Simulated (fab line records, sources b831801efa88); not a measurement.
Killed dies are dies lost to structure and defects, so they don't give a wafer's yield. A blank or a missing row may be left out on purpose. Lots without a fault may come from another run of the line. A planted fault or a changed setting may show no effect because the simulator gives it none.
fab line records | flow sky130
record lots=12 wafers=36 last_day=50
route steps=708 shown METAL4@602 VIA4@657 PAD_OPEN@708
lots that met no fault: from a run of the same line without faults
start_h: hours from the record's first day to the start of the lot's first wafer shown | wait_h: hours since the lot's step before | " the same as in the row above | L1.1+2: a row that stands for several wafers | - no value, or no start given | * or withheld: withheld | < > ~ a bound
route shown NAME@n: a module of which the file shows steps, and the number in the route of the first | usual: mean/standard deviation of fault-free wafers | same: alike in all rows | chamber/n: place in a boat | sites: the reading at each site | _std_site: their standard deviation | _edge_site: outer sites' mean less inner sites' | radius_mm: how far each site lies from the wafer's centre | mask NAME#n: copy n | behind: the tool/chamber that last shaped the wafer | hold: why the lot was held/for how many hours/how that ended | device: the transistor (n, p or np) that didn't switch | end of line: the same wafers' tests at the end of the route | a step without rows: its recipe alone | killed: dies lost to structure and defects at the first sort, not the wafer's yield | map: a wafer's dies, x killed, . not, _ none there
set.NAME: the setting as run; set.NAME@STEP: as run at that earlier step | model.NAME: the simulator's own value behind a step, which no gauge read
steps of the route over a sample of lots; a table a step, a row a wafer
services: from which hour (start_h, from the record's first day; less than 0 if before it) a tool's chamber was out of use, for how many hours, and why
## steps
# step SKY_METAL4_SPUTTER_04
# recipe material=TiN target_thk_nm=70 power_w=6500 time_s=58.3 chamber_pressure_pa=0.4
# usual throttle_valve_pct=30.4/0.74
# columns lot.wafer tool chamber start_h wait_h throttle_valve_pct
L239.3 pvd_sputter-04 - 927.99 0.0 30.6
L239.4 " - " " 31.1
L239.6 " - " " 31.0
L240.1 pvd_sputter-04 - 942.82 0.0 30.8
L240.5 " - " " 29.4
L240.6 " - " " 30.6
L243.2 pvd_sputter-04 - 971.79 0.0 30.6
L243.3 " - " " 29.7
L243.5 " - " " 31.2
L244.2 pvd_sputter-02 - 977.61 0.0 30.4
L244.3 " - " " 29.8
L244.6 " - " " 30.1
L247.2 pvd_sputter-02 - 995.06 0.0 31.4
L247.4 " - " " 30.5
L247.5 " - " " 30.4
L245.1 pvd_sputter-02 - 1011.94 0.0 30.1
L245.5 " - " " 30.5
L245.6 " - " " 31.4
L254.2 pvd_sputter-02 - 1044.11 0.0 30.0
L254.4 " - " " 31.6
L254.5 " - " " 30.4
L255.1 pvd_sputter-01 - 1046.26 0.0 28.8
L255.3 " - " " 30.3
L255.4 " - " " 31.1
L257.1 pvd_sputter-04 - 1065.82 0.0 29.5
L257.2 " - " " 29.6
L257.5 " - " " 29.3
L258.4 pvd_sputter-04 - 1067.07 0.0 31.4
L258.5 " - " " 29.6
L258.6 " - " " 31.1
L259.1 pvd_sputter-04 - 1069.42 0.0 31.2
L259.3 " - " " 29.6
L259.5 " - " " 29.7
L260.2 pvd_sputter-02 - 1072.52 0.0 30.4
L260.3 " - " " 31.3
L260.6 " - " " 30.5
# step SKY_METAL4_METAL_ETCH_18
# recipe target_depth_a=8450 stop_on=SiO2 over_etch_frac=0.3 time_s=183.1 chemistry=Cl2/BCl3 resist_sidewall_deg=88 pressure_mtorr=10 icp_w=900 bias_w=48.5 Cl2_flow_sccm=60 bcl3_flow_sccm=30
# usual drypump_motor_current_A=5.88/0.24 oes_product_au=0.865/0.0057 throttle_valve_pct=22.265/0.0087
# columns lot.wafer tool chamber start_h wait_h drypump_motor_current_A oes_product_au rf_hours_counter_h throttle_valve_pct
L239.3 rie_metal-01 1 977.52 0.1 6.11 0.863 - 22.269
L239.4 " 0 " " 5.46 0.865 - 22.265
L239.6 " 0 " " 5.43 0.862 - 22.266
L240.1 rie_metal-03 1 989.42 0.0 5.97 0.864 16 22.276
L240.5 " 1 " " 5.96 0.871 - 22.276
L240.6 " 0 " " 6.04 0.870 - 22.266
L243.2 rie_metal-02 1 1019.72 0.0 5.83 0.866 19 22.270
L243.3 " 0 " " 5.58 0.868 - 22.263
L243.5 " 0 " " 5.62 0.874 - 22.266
L244.2 rie_metal-02 1 1023.34 0.0 5.84 0.860 19 22.272
L244.3 " 1 " " 5.87 0.860 - 22.278
L244.6 " 1 " " 5.85 0.865 - 22.255
L247.2 rie_metal-01 1 1040.14 0.0 6.18 0.853 20 22.267
L247.4 " 1 " " 6.19 0.868 - 22.267
L247.5 " 1 " " 6.19 0.867 - 22.274
L245.1 rie_metal-01 1 1056.86 0.0 6.18 0.866 22 22.285
L245.5 " 1 " " 6.15 0.870 - 22.258
L245.6 " 1 " " 6.15 0.864 - 22.261
L254.2 rie_metal-02 0 1088.64 0.0 5.63 0.863 12 22.249
L254.4 " 0 " " 5.61 0.862 - 22.270
L254.5 " 1 " " 5.84 0.858 - 22.242
L255.1 rie_metal-02 0 1090.19 0.0 5.64 0.856 12 22.282
L255.3 " 0 " " 5.62 0.868 - 22.265
L255.4 " 1 " " 5.83 0.866 - 22.280
L257.1 rie_metal-03 1 1107.91 0.0 6.01 0.870 24 22.248
L257.2 " 1 " " 5.95 0.867 - 22.270
L257.5 " 1 " " 5.94 0.875 - 22.264
L258.4 rie_metal-02 0 1108.58 0.1 5.62 0.855 - 22.281
L258.5 " 1 " " 5.81 0.856 - 22.260
L258.6 " 0 " " 5.61 0.857 - 22.253
L259.1 rie_metal-03 1 1110.82 0.0 5.99 0.866 25 22.262
L259.3 " 1 " " 6.01 0.871 - 22.269
L259.5 " 1 " " 5.98 0.860 - 22.263
L260.2 rie_metal-03 1 1114.12 0.1 5.96 0.874 - 22.272
L260.3 " 1 " " 5.94 0.861 - 22.263
L260.6 " 1 " " 6.00 0.869 - 22.269
# step SKY_METAL4_STRIP_19
# recipe chemistry=O2/N2 power_w=1400 pressure_mtorr=1500 platen_temp_c=withheld o2_flow_sccm=3000 n2_flow_sccm=300 overash_fraction=0.5
# usual drypump_motor_current_A=6.1/0.48 oes_product_au=0.504/0.0056 strip_time_to_endpoint_s=6.56/0.07
# columns lot.wafer tool chamber start_h wait_h drypump_motor_current_A oes_product_au rf_hours_counter_h strip_time_to_endpoint_s
L239.3 plasma_asher-04 1 977.67 0.1 6.0 0.506 - 6.60
L239.4 " 0 " " 5.6 0.502 - 6.52
L239.6 " 1 " " 6.0 0.497 - 6.51
L240.1 plasma_asher-04 1 989.59 0.1 6.0 0.499 85 6.63
L240.5 " 1 " " 6.0 0.511 - 6.62
L240.6 " 0 " " 5.6 0.502 - 6.64
L243.2 plasma_asher-02 1 1019.89 0.1 6.4 0.505 29 6.47
L243.3 " 0 " " 6.6 0.488 - 6.49
L243.5 " 0 " " 6.6 0.503 - 6.51
L244.2 plasma_asher-01 0 1023.52 0.1 5.4 0.505 118 6.57
L244.3 " 0 " " 5.4 0.501 - 6.52
L244.6 " 0 " " 5.4 0.491 - 6.53
L247.2 plasma_asher-01 0 1040.32 0.1 5.4 0.504 120 6.48
L247.4 " 1 " " 6.6 0.505 - 6.50
L247.5 " 0 " " 5.4 0.499 - 6.48
L245.1 plasma_asher-04 1 1057.22 0.3 6.0 0.504 91 6.54
L245.5 " 1 " " 5.9 0.496 - 6.55
L245.6 " 0 " " 5.6 0.501 - 6.52
L254.2 plasma_asher-02 0 1088.81 0.1 6.6 0.504 36 6.53
L254.4 " 0 " " 6.6 0.504 - 6.55
L254.5 " 0 " " 6.6 0.504 - 6.52
L255.1 plasma_asher-04 1 1090.37 0.1 6.0 0.493 95 6.56
L255.3 " 0 " " 5.6 0.507 - 6.56
L255.4 " 1 " " 6.0 0.497 - 6.55
L257.1 plasma_asher-04 0 1108.27 0.3 5.6 0.503 97 6.67
L257.2 " 1 " " 6.0 0.511 97 6.70
L257.5 " 1 " " 6.0 0.510 - 6.71
L258.4 plasma_asher-02 0 1108.73 0.1 6.6 0.494 - 6.56
L258.5 " 1 " " 6.4 0.499 - 6.59
L258.6 " 0 " " 6.6 0.501 - 6.57
L259.1 plasma_asher-02 1 1111.17 0.3 6.4 0.500 38 6.59
L259.3 " 0 " " 6.7 0.510 - 6.68
L259.5 " 1 " " 6.5 0.509 - 6.54
L260.2 plasma_asher-01 0 1114.42 0.2 5.4 0.503 5 6.54
L260.3 " 1 " " 6.5 0.502 - 6.55
L260.6 " 0 " " 5.4 0.504 - 6.53
# step SKY_VIA4_CVD_18
# recipe material=W target_thk_nm=505 time_s=152.14 temp_c=400 pressure_torr=40
# usual heater_power_w=980/85
# columns lot.wafer tool chamber start_h wait_h heater_power_w
L239.3 cvd_w-02 1 1002.77 0.1 1077
L239.4 " 0 " " 975
L239.6 " 0 " " 973
L240.1 cvd_w-02 0 1014.37 0.0 968
L240.5 " 0 " " 966
L240.6 " 1 " " 1060
L243.2 cvd_w-02 0 1044.65 0.0 989
L243.3 " 0 " " 960
L243.5 " 0 " " 981
L244.2 cvd_w-02 0 1047.52 0.0 972
L244.3 " 1 " " 1063
L244.6 " 0 " " 985
L247.2 cvd_w-02 0 1063.63 0.0 950
L247.4 " 1 " " 1051
L247.5 " 1 " " 1064
L245.1 cvd_w-01 0 1080.33 0.0 816
L245.5 " 0 " " 810
L245.6 " 1 " " 991
L254.2 cvd_w-02 1 1110.47 0.0 1087
L254.4 " 0 " " 988
L254.5 " 0 " " 960
L255.1 cvd_w-02 1 1112.43 0.0 1068
L255.3 " 0 " " 1006
L255.4 " 1 " " 1075
L257.1 cvd_w-02 1 1130.45 0.0 1080
L257.2 " 0 " " 954
L257.5 " 0 " " 971
L258.4 cvd_w-01 0 1130.88 0.1 808
L258.5 " 1 " " 1000
L258.6 " 0 " " 820
L259.1 cvd_w-02 0 1132.83 0.0 980
L259.3 " 1 " " 1041
L259.5 " 0 " " 985
L260.2 cvd_w-02 1 1136.32 0.0 1075
L260.3 " 1 " " 1071
L260.6 " 1 " " 1089
# step SKY_PAD_OPEN_PROBE_99
# usual defect_limited_yield=82.8/1.9 killed_at_M0_to_M3=42/6.9 killed_at_M4_up=3.2/1.7 killed_at_contacts=23/5.5 killed_at_front_end=16/4 killed_at_other=0.4/0.55 killed_dies=85/9.2 killed_open=46/6.8 killed_short=38/6.2 sort_bin_3_pad_short=0.9/0.4 sort_bin_5_function=10.2/1.5 sort_bin_6_memory=6.2/1.1 sort_n_pass=407/9.2 sort_yield_pct=82.8/1.9
# same gross_dies=492 killed_at_back_side=0 sort_bin_4_leakage[%]=0 sort_bin_8_speed[%]=0
# columns lot.wafer tool chamber start_h wait_h hold defect_limited_yield[%] killed_at_M0_to_M3 killed_at_M4_up killed_at_contacts killed_at_front_end killed_at_other killed_dies killed_open killed_short sort_bin_3_pad_short[%] sort_bin_5_function[%] sort_bin_6_memory[%] sort_n_pass sort_yield_pct[%]
L239.3 prober-01 - 1071.91 0.2 - 78.5 48 4 32 22 0 106 53 53 0.8 12.4 8.3 386 78.5
L239.4 prober-01 - 1071.96 0.2 - 80.9 50 2 25 17 0 94 42 52 1.8 9.1 8.1 398 80.9
L239.6 prober-01 - 1072.06 0.2 - 81.9 49 6 25 9 0 89 51 38 1.4 10.6 6.1 403 81.9
L240.1 prober-02 - 1083.38 0.1 - 87.2 34 2 18 9 0 63 32 31 0.6 7.5 4.7 429 87.2
L240.5 prober-02 - 1083.58 0.2 - 81.3 44 4 25 18 1 92 46 45 0.4 11.6 6.7 400 81.3
L240.6 prober-02 - 1083.63 0.2 - 85.8 30 3 19 16 2 70 36 34 1.0 7.5 5.7 422 85.8
L243.2 prober-01 - 1112.23 0.1 - 82.5 40 4 28 13 1 86 39 46 0.4 11.2 5.9 406 82.5
L243.3 prober-01 - 1112.28 0.2 - 84.3 33 3 20 21 0 77 46 31 0.6 9.1 5.9 415 84.3
L243.5 prober-01 - 1112.38 0.2 - 81.5 39 7 27 17 1 91 47 43 1.4 8.9 8.1 401 81.5
L244.2 prober-02 - 1113.23 0.1 await_dispo/3.4h/release 72.8 40 60 14 19 1 134 39 35 4.1 18.5 4.7 358 72.8
L244.3 prober-02 - 1113.28 0.2 await_dispo/3.4h/release 71.7 38 60 23 18 0 139 34 46 4.5 17.3 6.5 353 71.7
L244.6 prober-02 - 1113.43 0.2 await_dispo/3.4h/release 72.8 31 60 22 21 0 134 46 31 5.5 15.9 5.9 358 72.8
L247.2 prober-02 - 1129.25 0.1 await_dispo/4.8h/release 74.0 34 67 19 7 1 128 35 30 4.5 14.6 6.9 364 74.0
L247.4 prober-02 - 1129.35 0.2 await_dispo/4.8h/release 81.1 45 19 19 10 0 93 42 33 2.2 12.0 4.7 399 81.1
L247.5 prober-02 - 1129.40 0.2 await_dispo/4.8h/release 71.3 31 69 30 11 0 141 49 27 5.1 17.1 6.5 351 71.3
L245.1 prober-02 - 1143.41 0.1 - 82.5 50 1 16 19 0 86 44 40 1.0 10.4 6.1 406 82.5
L245.5 prober-02 - 1143.61 0.2 - 84.6 44 2 14 16 0 76 43 32 0.8 7.5 7.1 416 84.6
L245.6 prober-02 - 1143.66 0.2 - 80.5 53 1 16 26 0 96 53 42 1.2 10.2 8.1 396 80.5
L254.2 prober-02 - 1171.16 0.1 - 83.7 42 7 22 8 1 80 44 34 0 9.6 6.7 412 83.7
L254.4 prober-02 - 1171.26 0.2 - 80.9 43 5 27 19 0 94 54 39 1.0 10.8 7.3 398 80.9
L254.5 prober-02 - 1171.31 0.2 - 81.7 46 2 27 15 0 90 54 35 0.8 12.2 5.3 402 81.7
L255.1 prober-01 - 1171.46 0.1 - 82.7 47 2 22 14 0 85 48 37 0.2 10.0 7.1 407 82.7
L255.3 prober-01 - 1171.56 0.2 - 83.5 42 3 23 13 0 81 46 34 0.8 11.2 4.5 411 83.5
L255.4 prober-01 - 1171.61 0.2 - 83.9 51 4 12 12 0 79 38 41 1.0 8.5 6.5 413 83.9
L257.1 prober-01 - 1187.13 0.1 - 81.7 39 2 34 15 0 90 45 45 0.4 11.0 6.9 402 81.7
L257.2 prober-01 - 1187.18 0.1 - 83.7 47 5 14 14 0 80 35 45 1.2 10.2 4.9 412 83.7
L257.5 prober-01 - 1187.33 0.2 - 80.7 59 4 16 16 0 95 59 36 0.8 10.8 7.7 397 80.7
L258.4 prober-02 - 1188.78 0.2 - 82.9 43 1 23 16 1 84 41 41 0.6 10.2 6.3 408 82.9
L258.5 prober-02 - 1188.83 0.2 - 83.7 41 2 23 14 0 80 42 37 0.4 11.2 4.7 412 83.7
L258.6 prober-02 - 1188.88 0.2 - 81.3 57 6 17 12 0 92 48 44 0.4 11.4 6.9 400 81.3
L259.1 prober-01 - 1190.13 0.1 - 86.0 37 4 19 9 0 69 42 27 1.2 8.3 4.5 423 86.0
L259.3 prober-01 - 1190.23 0.2 - 82.5 43 1 22 20 0 86 43 43 1.0 10.8 5.7 406 82.5
L259.5 prober-01 - 1190.33 0.2 - 82.5 45 6 18 16 1 86 54 31 1.2 10.0 6.3 406 82.5
L260.2 prober-02 - 1191.93 0.1 - 81.9 43 7 24 14 1 89 50 39 1.6 11.8 4.7 403 81.9
L260.3 prober-02 - 1191.98 0.2 - 82.3 42 2 21 21 1 87 47 40 0.8 10.2 6.7 405 82.3
L260.6 prober-02 - 1192.13 0.2 - 86.6 28 1 20 15 2 66 36 30 0.6 7.3 5.5 426 86.6
# killed by level:class
L239.3 VIA1:geometric_particle:short=12 LI_CONTACT:geometric_particle:open=11 CONTACT:geometric_particle:open=10 VIA1:geometric_particle:open=9 FIELD_ISO:geometric_particle:short=8 VIA3:geometric_particle:open=7 VIA2:geometric_particle:open=6 POLY_GATE:geometric_particle:short=5
L239.4 VIA1:geometric_particle:open=12 METAL1:geometric_particle:short=9 METAL2:geometric_particle:short=8 LOCAL_INTERCONNECT:geometric_particle:short=6 VIA2:geometric_particle:open=6 POLY_GATE:geometric_particle:short=5 LI_CONTACT:geometric_particle:short=5 CONTACT:geometric_particle:short=5
L239.6 VIA1:geometric_particle:open=13 VIA2:geometric_particle:open=11 CONTACT:geometric_particle:open=9 CONTACT:geometric_particle:short=5 LI_CONTACT:geometric_particle:open=4 VIA1:geometric_particle:short=4 LOCAL_INTERCONNECT:geometric_particle:short=4 METAL4:geometric_particle:short=4
L240.1 CONTACT:geometric_particle:open=9 VIA2:geometric_particle:open=7 VIA1:geometric_particle:open=5 LOCAL_INTERCONNECT:geometric_particle:short=4 METAL2:geometric_particle:short=4 VIA3:geometric_particle:open=4 FIELD_ISO:geometric_particle:short=3 CONTACT:geometric_particle:short=3
L240.5 LI_CONTACT:geometric_particle:open=9 VIA1:geometric_particle:open=8 METAL1:geometric_particle:short=7 CONTACT:geometric_particle:open=6 VIA2:geometric_particle:open=6 VIA1:geometric_particle:short=5 METAL2:geometric_particle:short=5 VIA3:geometric_particle:open=5
L240.6 CONTACT:geometric_particle:open=8 VIA1:geometric_particle:open=6 LI_CONTACT:geometric_particle:open=5 VIA2:geometric_particle:open=5 FIELD_ISO:geometric_particle:short=4 POLY_GATE:geometric_particle:short=4 METAL1:geometric_particle:short=4 METAL3:geometric_particle:short=4
L243.2 LI_CONTACT:geometric_particle:open=10 CONTACT:geometric_particle:short=9 CONTACT:geometric_particle:open=8 VIA2:geometric_particle:short=7 METAL1:geometric_particle:short=6 VIA2:geometric_particle:open=6 POLY_GATE:geometric_particle:short=5 VIA1:geometric_particle:short=5
L243.3 VIA1:geometric_particle:open=10 LI_CONTACT:geometric_particle:open=9 CONTACT:geometric_particle:open=7 POLY_GATE:geometric_particle:short=6 METAL2:geometric_particle:short=6 POLY_GATE:geometric_particle:open=5 VIA2:geometric_particle:open=5 FIELD_ISO:geometric_particle:short=4
L243.5 LI_CONTACT:geometric_particle:open=7 VIA3:geometric_particle:open=7 METAL1:geometric_particle:short=6 CONTACT:geometric_particle:open=6 VIA1:geometric_particle:open=6 METAL2:geometric_particle:short=6 FIELD_ISO:geometric_particle:open=5 LI_CONTACT:geometric_particle:short=5
L244.2 METAL4:unspecified=59 VIA2:geometric_particle:open=10 CONTACT:geometric_particle:open=7 METAL1:geometric_particle:short=7 FIELD_ISO:geometric_particle:short=6 VIA1:geometric_particle:open=6 FIELD_ISO:geometric_particle:open=5 VIA1:geometric_particle:short=5
L244.3 METAL4:unspecified=58 METAL1:geometric_particle:short=8 POLY_GATE:geometric_particle:short=7 LOCAL_INTERCONNECT:geometric_particle:short=6 VIA1:geometric_particle:open=6 VIA3:geometric_particle:short=6 LI_CONTACT:geometric_particle:open=5 CONTACT:geometric_particle:open=5
L244.6 METAL4:unspecified=57 CONTACT:geometric_particle:open=10 FIELD_ISO:geometric_particle:short=7 LI_CONTACT:geometric_particle:open=6 FIELD_ISO:geometric_particle:open=5 POLY_GATE:geometric_particle:short=4 VIA1:geometric_particle:short=4 METAL1:geometric_particle:open=4
L247.2 METAL4:unspecified=63 VIA1:geometric_particle:open=10 LI_CONTACT:geometric_particle:open=6 CONTACT:geometric_particle:short=5 CONTACT:geometric_particle:open=5 METAL1:geometric_particle:short=5 FIELD_ISO:geometric_particle:open=4 METAL3:geometric_particle:short=4
L247.4 METAL4:unspecified=18 METAL1:geometric_particle:short=10 VIA1:geometric_particle:open=8 VIA2:geometric_particle:open=8 CONTACT:geometric_particle:open=7 CONTACT:geometric_particle:short=6 VIA3:geometric_particle:open=6 FIELD_ISO:geometric_particle:open=4
L247.5 METAL4:unspecified=65 CONTACT:geometric_particle:open=13 VIA1:geometric_particle:open=8 LI_CONTACT:geometric_particle:open=6 VIA3:geometric_particle:open=6 LOCAL_INTERCONNECT:geometric_particle:open=4 CONTACT:geometric_particle:short=4 FIELD_ISO:geometric_particle:short=3
L245.1 VIA1:geometric_particle:open=15 LI_CONTACT:geometric_particle:open=8 METAL1:geometric_particle:short=8 FIELD_ISO:geometric_particle:open=5 VIA2:geometric_particle:open=5 FIELD_ISO:geometric_particle:short=4 SPACER:geometric_particle:short=4 VIA1:geometric_particle:short=4
L245.5 VIA1:geometric_particle:open=12 FIELD_ISO:geometric_particle:open=6 CONTACT:geometric_particle:open=5 VIA3:geometric_particle:open=5 METAL2:geometric_particle:short=5 METAL1:geometric_particle:short=4 VIA2:geometric_particle:open=4 VIA3:geometric_particle:short=4
L245.6 VIA1:geometric_particle:open=12 VIA2:geometric_particle:open=11 METAL2:geometric_particle:short=9 VIA1:geometric_particle:short=7 FIELD_ISO:geometric_particle:short=6 LI_CONTACT:geometric_particle:open=6 FIELD_ISO:geometric_particle:open=5 POLY_GATE:geometric_particle:open=5
L254.2 VIA1:geometric_particle:open=14 LI_CONTACT:geometric_particle:open=7 CONTACT:geometric_particle:open=7 VIA2:geometric_particle:open=6 VIA1:geometric_particle:short=5 CONTACT:geometric_particle:short=4 METAL2:geometric_particle:short=4 VIA3:geometric_particle:open=4
L254.4 VIA1:geometric_particle:open=13 CONTACT:geometric_particle:open=10 VIA2:geometric_particle:open=8 LI_CONTACT:geometric_particle:open=6 FIELD_ISO:geometric_particle:open=5 POLY_GATE:geometric_particle:short=5 CONTACT:geometric_particle:short=5 FIELD_ISO:geometric_particle:short=4
L254.5 VIA1:geometric_particle:open=12 VIA3:geometric_particle:open=11 LI_CONTACT:geometric_particle:open=11 LOCAL_INTERCONNECT:geometric_particle:short=5 CONTACT:geometric_particle:open=5 VIA1:geometric_particle:short=5 FIELD_ISO:geometric_particle:short=4 LI_CONTACT:geometric_particle:short=4
L255.1 VIA1:geometric_particle:open=16 CONTACT:geometric_particle:open=7 VIA1:geometric_particle:short=6 VIA2:geometric_particle:open=6 LI_CONTACT:geometric_particle:open=5 CONTACT:geometric_particle:short=5 METAL2:geometric_particle:short=5 FIELD_ISO:geometric_particle:short=4
L255.3 VIA1:geometric_particle:open=15 CONTACT:geometric_particle:open=9 CONTACT:geometric_particle:short=8 VIA3:geometric_particle:open=8 POLY_GATE:geometric_particle:short=5 METAL2:geometric_particle:short=4 VIA1:geometric_particle:short=4 VIA3:geometric_particle:short=4
L255.4 VIA1:geometric_particle:open=9 CONTACT:geometric_particle:open=7 VIA3:geometric_particle:open=7 VIA1:geometric_particle:short=6 VIA2:geometric_particle:open=6 METAL3:geometric_particle:short=6 POLY_GATE:geometric_particle:short=5 METAL1:geometric_particle:short=5
L257.1 LI_CONTACT:geometric_particle:open=12 VIA3:geometric_particle:open=7 LOCAL_INTERCONNECT:geometric_particle:short=7 CONTACT:geometric_particle:open=7 METAL1:geometric_particle:short=7 VIA1:geometric_particle:open=7 FIELD_ISO:geometric_particle:short=6 CONTACT:geometric_particle:short=5
L257.2 METAL1:geometric_particle:short=9 VIA2:geometric_particle:open=8 FIELD_ISO:geometric_particle:open=6 VIA1:geometric_particle:open=6 CONTACT:geometric_particle:short=5 VIA3:geometric_particle:open=5 FIELD_ISO:geometric_particle:short=4 VIA1:geometric_particle:short=4
L257.5 VIA1:geometric_particle:open=15 VIA2:geometric_particle:open=10 VIA3:geometric_particle:open=9 VIA1:geometric_particle:short=7 METAL2:geometric_particle:short=7 CONTACT:geometric_particle:open=6 LI_CONTACT:geometric_particle:open=5 FIELD_ISO:geometric_particle:open=4
L258.4 VIA1:geometric_particle:open=14 METAL2:geometric_particle:short=8 METAL1:geometric_particle:short=6 CONTACT:geometric_particle:open=5 LI_CONTACT:geometric_particle:open=5 LOCAL_INTERCONNECT:geometric_particle:short=5 VIA3:geometric_particle:open=5 FIELD_ISO:geometric_particle:short=3
L258.5 VIA1:geometric_particle:open=10 FIELD_ISO:geometric_particle:short=7 CONTACT:geometric_particle:open=7 LI_CONTACT:geometric_particle:open=6 LOCAL_INTERCONNECT:geometric_particle:short=5 METAL2:geometric_particle:short=5 VIA2:geometric_particle:open=5 VIA3:geometric_particle:short=5
L258.6 VIA3:geometric_particle:open=11 METAL2:geometric_particle:short=9 VIA1:geometric_particle:open=9 LI_CONTACT:geometric_particle:open=8 VIA2:geometric_particle:short=6 VIA2:geometric_particle:open=6 METAL1:geometric_particle:short=5 METAL4:geometric_particle:short=5
L259.1 VIA1:geometric_particle:open=14 CONTACT:geometric_particle:open=6 LOCAL_INTERCONNECT:geometric_particle:short=5 CONTACT:geometric_particle:short=4 METAL1:geometric_particle:short=4 METAL2:geometric_particle:short=4 FIELD_ISO:geometric_particle:open=3 VIA2:geometric_particle:open=3
L259.3 VIA1:geometric_particle:open=15 VIA1:geometric_particle:short=7 METAL2:geometric_particle:short=7 POLY_GATE:geometric_particle:short=6 LI_CONTACT:geometric_particle:open=6 CONTACT:geometric_particle:open=5 FIELD_ISO:geometric_particle:open=4 POLY_GATE:geometric_particle:open=4
L259.5 VIA1:geometric_particle:open=14 VIA2:geometric_particle:open=8 CONTACT:geometric_particle:open=7 LI_CONTACT:geometric_particle:open=6 METAL1:geometric_particle:short=6 VIA3:geometric_particle:open=5 VIA3:geometric_particle:short=4 FIELD_ISO:geometric_particle:open=3
L260.2 VIA1:geometric_particle:open=15 CONTACT:geometric_particle:open=9 LI_CONTACT:geometric_particle:open=8 FIELD_ISO:geometric_particle:short=6 METAL4:geometric_particle:short=6 VIA1:geometric_particle:short=6 VIA2:geometric_particle:open=6 CONTACT:geometric_particle:short=5
L260.3 LI_CONTACT:geometric_particle:open=10 VIA1:geometric_particle:open=7 VIA2:geometric_particle:open=7 VIA3:geometric_particle:short=6 VIA3:geometric_particle:open=6 POLY_CUT:geometric_particle:open=5 CONTACT:geometric_particle:open=5 VIA1:geometric_particle:short=5
L260.6 LI_CONTACT:geometric_particle:open=9 CONTACT:geometric_particle:open=7 VIA1:geometric_particle:open=5 METAL2:geometric_particle:short=5 VIA3:geometric_particle:open=4 FIELD_ISO:geometric_particle:short=3 POLY_CUT:geometric_particle:short=3 CONTACT:geometric_particle:short=3
## services
# columns tool chamber start_h hours kind
cvd_w-01 - 904.00 14.0 pm
cvd_w-02 1 935.26 21.4 repair
plasma_asher-04 - 935.76 2.8 pm
plasma_asher-04 - 941.83 8.4 repair
rie_metal-03 - 947.86 15.6 pm
pvd_sputter-04 3 955.63 - consumable_replace:kit
pvd_sputter-04 3 955.63 18.0 scheduled_down
pvd_sputter-04 3 955.63 18.0 vent_cycle
rie_metal-03 - 972.78 0.2 repair
rie_metal-03 0 1005.12 3.6 repair
rie_metal-02 - 1005.52 2.8 pm
plasma_asher-04 - 1017.93 1.2 repair
cvd_w-01 - 1049.73 6.9 pm
plasma_asher-01 - 1055.25 9.0 pm
pvd_sputter-04 2 1072.84 - consumable_replace:kit
pvd_sputter-04 2 1072.84 18.0 scheduled_down
pvd_sputter-04 2 1072.84 18.0 vent_cycle
rie_metal-01 - 1073.72 1.0 repair
pvd_sputter-02 3 1100.34 - consumable_replace:kit
pvd_sputter-02 3 1100.34 18.0 scheduled_down
rie_metal-01 - 1101.72 0.8 repair
pvd_sputter-04 1 1115.09 - consumable_replace:kit
pvd_sputter-04 1 1115.09 18.0 scheduled_down
pvd_sputter-04 1 1115.09 18.0 vent_cycle
## key
first_sign step=SKY_PAD_OPEN_PROBE_99 reading=killed_at_M4_up direction=up sigmas=31 usual=3.2 struck=55.8
effect step=SKY_PAD_OPEN_PROBE_99 reading=sort_bin_3_pad_short direction=up sigmas=8.7 usual=0.9 struck=4.3
met_at SKY_METAL4_STRIP_19
struck_lots L244,L247
not_acting_at SKY_METAL4_SPUTTER_04,SKY_METAL4_METAL_ETCH_18,SKY_VIA4_CVD_18
fault kind=chamber_particle_source tool=plasma_asher-01 chamber=- onset_h=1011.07 steps=SKY_METAL4_STRIP_19 rate_per_visit_cm2=1.7122 end_h=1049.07
